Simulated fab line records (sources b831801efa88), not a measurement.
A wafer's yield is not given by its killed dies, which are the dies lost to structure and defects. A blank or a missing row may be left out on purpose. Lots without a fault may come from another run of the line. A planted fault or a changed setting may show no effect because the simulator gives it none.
8D (eight disciplines) problem report, filled in by code | flow sky130 | the parts of the form that need people (team, actions taken, sign-off) are left out

## 1. WHAT WENT WRONG
LDD_HVN_TW at SKY_LDD_HVN_TW_MEAS_10 reads a mean of 1397 on 3 wafers of 3 lots; wafers without a fault read 1445 with a standard deviation of 10. Measured from the usual mean, that is -4.8 standard deviations.
Seen first at day 25 15:27 on film metro-02, wafer L461.1. At this step, 35 wafers from 12 lots have a number in the record. Rule for "out" (also "out of limits"): further than 4 standard deviations from the usual mean. All remaining wafers that have a number are taken as sound.

## 2. WHAT IT IS, WHAT IT ISN'T
question                    | is                           | is not
which readings at this step | LDD_HVN_TW                   | -
which lots                  | L461, L462, L464             | L446, L447, L448, L449, L451, L454, L465, L466, L467
which wafers of those lots  | L461.1, L462.1, L464.1       | L461.3, L461.4, L462.6, L464.4, L464.5
read on which gauges        | film metro-02, film metro-04 | film metro-03
when                        | from day 25 15:27            | up to then (20 sound wafers); but 12 sound wafers of L462, L464, L465, L466, L467 came after

## 3. WHAT RULES OUT EACH SUSPECT
Counting: a tool at a process step up to the reading stays a suspect if it ran every lot that is out. Sound lots after the first of them don't rule it out here, since some wafers of a struck lot are sound.
- the gauge at SKY_LDD_HVN_TW_MEAS_10 is ruled out. The wafers that are out were read on 2 gauges (film metro-02, film metro-04).
- implanter-01 at SKY_LDD_HVN_IMPLANT_08: kept. Every lot that is out went through it, the first being L461 (day 25 15:12); the last sound lot it ran before that was L454 (day 23 04:42).
Left after counting: implanter-01 at SKY_LDD_HVN_IMPLANT_08.

## 4. THE CAUSE (what the simulator had put in)
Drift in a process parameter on implanter-01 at SKY_LDD_HVN_IMPLANT_08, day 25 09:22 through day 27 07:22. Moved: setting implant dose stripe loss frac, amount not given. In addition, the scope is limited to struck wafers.
After counting, this tool was the only one left.

## 5. SEQUENCE OF EFFECTS, ordered by route
Each row: a reading whose mean over the struck wafers that have a number lies more than 3 standard deviations from the usual. Readings are gone through only where the record gives a usual standard deviation; hours: the median, over the lots, of the time from a lot's start at the first step in this table giving one to that lot's start at this step; sigmas: the change measured in usual standard deviations.
hours | step                   | reading    | usual | on struck wafers | change | sigmas
0     | SKY_LDD_HVN_TW_MEAS_10 | LDD_HVN_TW | 1445  | 1397             | -48    | -4.8

## 6. WHAT WOULD HAVE CAUGHT IT SOONER
In this record the first reading out of limits at a measuring or inspecting step was taken at day 25 15:27, 6 hours after the fault began at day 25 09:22.
Of the lots that are out (3), L462, L464 began SKY_LDD_HVN_IMPLANT_08 on implanter-01 after day 25 15:27. A hold on the tool at that time would have spared those 2.
